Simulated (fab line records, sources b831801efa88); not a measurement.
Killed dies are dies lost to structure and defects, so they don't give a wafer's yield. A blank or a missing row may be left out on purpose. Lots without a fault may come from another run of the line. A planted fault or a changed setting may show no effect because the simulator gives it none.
Which tool did it? | flow gf180mcu | 10 lots, 30 wafers sampled, at 6 steps of a route of 602

WHAT THE GAUGES READ, wafer by wafer
GF_V2_BOW_MEAS_05. Usual: V2_BOW 97 um, standard deviation 7.5.
lot  | measured     | on            | V2_BOW (um) | flag
L799 | day 20 03:43 | film_metro-01 | 98 93 89    |
L802 | day 21 10:01 | film_metro-03 | 109 96 100  |
L803 | day 21 16:31 | film_metro-03 | 115 110 113 |
L805 | day 22 09:32 | film_metro-01 | 89 84 86    |
L807 | day 23 04:08 | film_metro-03 | 99 99 102   |
L813 | day 25 05:19 | film_metro-01 | 102 95 91   |
L815 | day 25 21:41 | film_metro-04 | 99 98 85    |
L818 | day 26 16:48 | film_metro-01 | 89 96 97    |
L819 | day 26 18:41 | film_metro-03 | 87 86 95    |
L820 | day 27 04:53 | film_metro-04 | 88 84 96    |

GF_V2_RS_MEAS_24: measures by four-point-probe. Usual: V2_W_RS 0.324 ohm/sq, standard deviation 0.0044.
lot  | measured     | on            | V2_W_RS (ohm/sq)  | flag
L799 | day 21 04:31 | film_metro-01 | 0.321 0.324 0.320 |
L802 | day 22 11:05 | film_metro-04 | 0.321 0.325 0.316 |
L803 | day 22 16:41 | film_metro-03 | 0.321 0.326 0.320 |
L805 | day 23 09:49 | film_metro-01 | 0.322 0.329 0.327 |
L807 | day 24 03:20 | film_metro-04 | 0.329 0.334 0.321 |
L813 | day 26 03:56 | film_metro-01 | 0.269 0.270 0.269 | OFF
L815 | day 26 20:07 | film_metro-04 | 0.266 0.266 0.264 | OFF
L818 | day 27 14:25 | film_metro-04 | 0.320 0.325 0.322 |
L819 | day 27 15:55 | film_metro-04 | 0.327 0.331 0.320 |
L820 | day 28 02:31 | film_metro-01 | 0.321 0.321 0.318 |

GF_V2_THK_MEAS_25: measures by xrf. Usual: V2_W_THK 351 nm, standard deviation 5.5.
lot  | measured     | on            | V2_W_THK (nm) | flag
L799 | day 21 04:37 | film_metro-01 | 352 351 358   |
L802 | day 22 11:12 | film_metro-04 | 356 352 362   |
L803 | day 22 16:47 | film_metro-03 | 355 349 357   |
L805 | day 23 09:56 | film_metro-01 | 354 344 348   |
L807 | day 24 03:27 | film_metro-04 | 347 343 355   |
L813 | day 26 04:04 | film_metro-01 | 417 415 419   | OFF
L815 | day 26 20:14 | film_metro-04 | 428 426 430   | OFF
L818 | day 27 14:32 | film_metro-04 | 356 350 355   |
L819 | day 27 16:02 | film_metro-04 | 346 346 357   |
L820 | day 28 02:38 | film_metro-01 | 355 352 355   |

WHICH TOOL RAN EACH LOT (tool, then ch and the chambers of the sampled wafers, then the start)
lot  | GF_V1_CMP_26                  | GF_V2_CVD_02                    | GF_V2_CVD_23
L799 | cmp-02 ch 0,2,3, day 19 02:23 | pecvd-04 ch 1,2, day 20 03:12   | cvd_w-01 ch 0, day 21 04:19
L802 | cmp-01 ch 1,2, day 20 08:02   | pecvd-02 ch 0,1, day 21 09:34   | cvd_w-02 ch 0,1, day 22 10:58
L803 | cmp-02 ch 0,3, day 20 14:54   | pecvd-04 ch 0,1, day 21 16:02   | cvd_w-01 ch 0,1, day 22 16:34
L805 | cmp-01 ch 0,1,3, day 21 07:44 | pecvd-02 ch 0,1, day 22 09:06   | cvd_w-02 ch 0,1, day 23 09:42
L807 | cmp-02 ch 0,3, day 22 02:46   | pecvd-04 ch 0,1,2, day 23 03:41 | cvd_w-02 ch 0,1, day 24 03:13
L813 | cmp-02 ch 0,1, day 24 05:35   | pecvd-02 ch 1,2, day 25 04:53   | cvd_w-02 ch 0,1, day 26 03:50
L815 | cmp-02 ch 0,1,2, day 24 22:41 | pecvd-02 ch 1,2, day 25 21:15   | cvd_w-02 ch 0, day 26 20:01
L818 | cmp-02 ch 0,1,3, day 25 17:35 | pecvd-02 ch 0,1,2, day 26 16:22 | cvd_w-01 ch 0,1, day 27 14:18
L819 | cmp-01 ch 0,2,3, day 25 20:10 | pecvd-04 ch 1,2, day 26 18:13   | cvd_w-01 ch 0,1, day 27 15:48
L820 | cmp-01 ch 1,2,3, day 26 06:11 | pecvd-04 ch 1,2, day 27 04:27   | cvd_w-01 ch 0,1, day 28 02:25
- GF_V1_CMP_26: polishes, stops on SiO2, t overpolish 15 s, target thk 0 nm.
- GF_V2_CVD_02: deposits SiO2 from TEOS, target thk 850 nm, time 94.851 s.
- GF_V2_CVD_23: deposits W, target thk 350 nm, time 104.94 s.

WHAT THE TOOLS THEMSELVES READ (means of the sampled wafers that have a number; where no wafer has one, the mark that the record gives instead)
GF_V1_CMP_26. Usual: motor_current_A 10.8 A, standard deviation 1.2; overpolish_run_s 15.000 s, standard deviation 0.0091; platen_rpm 60.00 rpm, standard deviation 0.044; slurry_filter_dp_kPa 13.50 kPa, standard deviation 0.13; time_to_endpoint_s 85 s, standard deviation 3.5.
lot  | tool   | motor_current_A (A) | overpolish_run_s (s) | platen_rpm (rpm) | slurry_filter_dp_kPa (kPa) | time_to_endpoint_s (s) | flag
L799 | cmp-02 | 11.0                | 15.003               | 60.05            | 13.61                      | 88                     |
L802 | cmp-01 | 10.6                | 15.000               | 59.99            | 13.52                      | 85                     |
L803 | cmp-02 | 10.7                | 15.004               | 59.97            | 13.60                      | 89                     |
L805 | cmp-01 | 11.6                | 15.007               | 59.99            | 13.49                      | 87                     |
L807 | cmp-02 | 10.9                | 14.996               | 59.97            | 13.45                      | 86                     |
L813 | cmp-02 | 10.2                | 14.991               | 59.96            | 13.47                      | 86                     |
L815 | cmp-02 | 10.0                | 14.989               | 60.00            | 13.43                      | 84                     |
L818 | cmp-02 | 10.4                | 15.004               | 59.94            | 13.42                      | 85                     |
L819 | cmp-01 | 10.8                | 15.001               | 60.00            | 13.52                      | 82                     |
L820 | cmp-01 | 11.4                | 15.004               | 60.05            | 13.42                      | 87                     |

GF_V2_CVD_02. Usual: heater_power_w 677 W, standard deviation 95; susceptor_temp_C 399.99 C, standard deviation 0.23.
lot  | tool     | heater_power_w (W) | susceptor_temp_C (C) | flag
L799 | pecvd-04 | 665                | 399.98               |
L802 | pecvd-02 | 641                | 400.04               |
L803 | pecvd-04 | 585                | 399.88               |
L805 | pecvd-02 | 606                | 400.40               |
L807 | pecvd-04 | 669                | 399.88               |
L813 | pecvd-02 | 599                | 400.12               |
L815 | pecvd-02 | 704                | 400.21               |
L818 | pecvd-02 | 652                | 399.98               |
L819 | pecvd-04 | 703                | 400.14               |
L820 | pecvd-04 | 716                | 400.08               |

GF_V2_CVD_23. Usual: heater_power_w 924 W, standard deviation 150; susceptor_temp_C 400.03 C, standard deviation 0.2.
lot  | tool     | heater_power_w (W) | susceptor_temp_C (C) | flag
L799 | cvd_w-01 | 964                | 400.10               |
L802 | cvd_w-02 | 739                | 399.94               |
L803 | cvd_w-01 | 1069               | 400.14               |
L805 | cvd_w-02 | 750                | 399.80               |
L807 | cvd_w-02 | 766                | 400.31               |
L813 | cvd_w-02 | 815                | 411.28               | OFF
L815 | cvd_w-02 | 763                | 411.19               | OFF
L818 | cvd_w-01 | 1081               | 400.00               |
L819 | cvd_w-01 | 1020               | 399.90               |
L820 | cvd_w-01 | 1083               | 400.05               |

THE ANSWER, worked out from the rows above alone
Rule: a lot is off if the mean of its wafers that have a number lies more than 3 standard deviations from the usual mean. A lot without any number at a reading at which 4 lots or more have one is off too. The other lots that the step has rows for count as sound. The gauges are gone through in route order, then the tools' own readings, and for those a lot's mean is taken as printed above. The first step at which some lot is off is used, and at that step the reading that is off furthest; a lot without a number counts as furthest.
Off: L813, L815, at GF_V2_RS_MEAS_24 (V2_W_RS).
A tool fits if, at a process step before that reading, it ran every lot that is off, and no sound lot after the first of them. The gauges at GF_V2_RS_MEAS_24 aren't tried: what is off there is off at GF_V2_CVD_23 too, on other tools, and a gauge's error can't cause that. One fits: cvd_w-02 at GF_V2_CVD_23. Its last sound lot is L807 (day 24 03:13), its first lot that is off L813 (day 26 03:50): a fault that began between those two fits.
The tool's own readings at GF_V2_CVD_23 bear it out: on the lots that are off they differ by more than 5 times the standard deviation of the sound lots' means. susceptor_temp_C reads 411.24 C there against 400.03 C on the sound lots.

WHAT THE SIMULATOR HAD PUT IN
Process parameter drift: cvd_w-02, from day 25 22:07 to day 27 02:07, at GF_V2_CVD_23. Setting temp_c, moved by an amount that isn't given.
Lots struck among those shown: L813, L815. The rule above found the same.
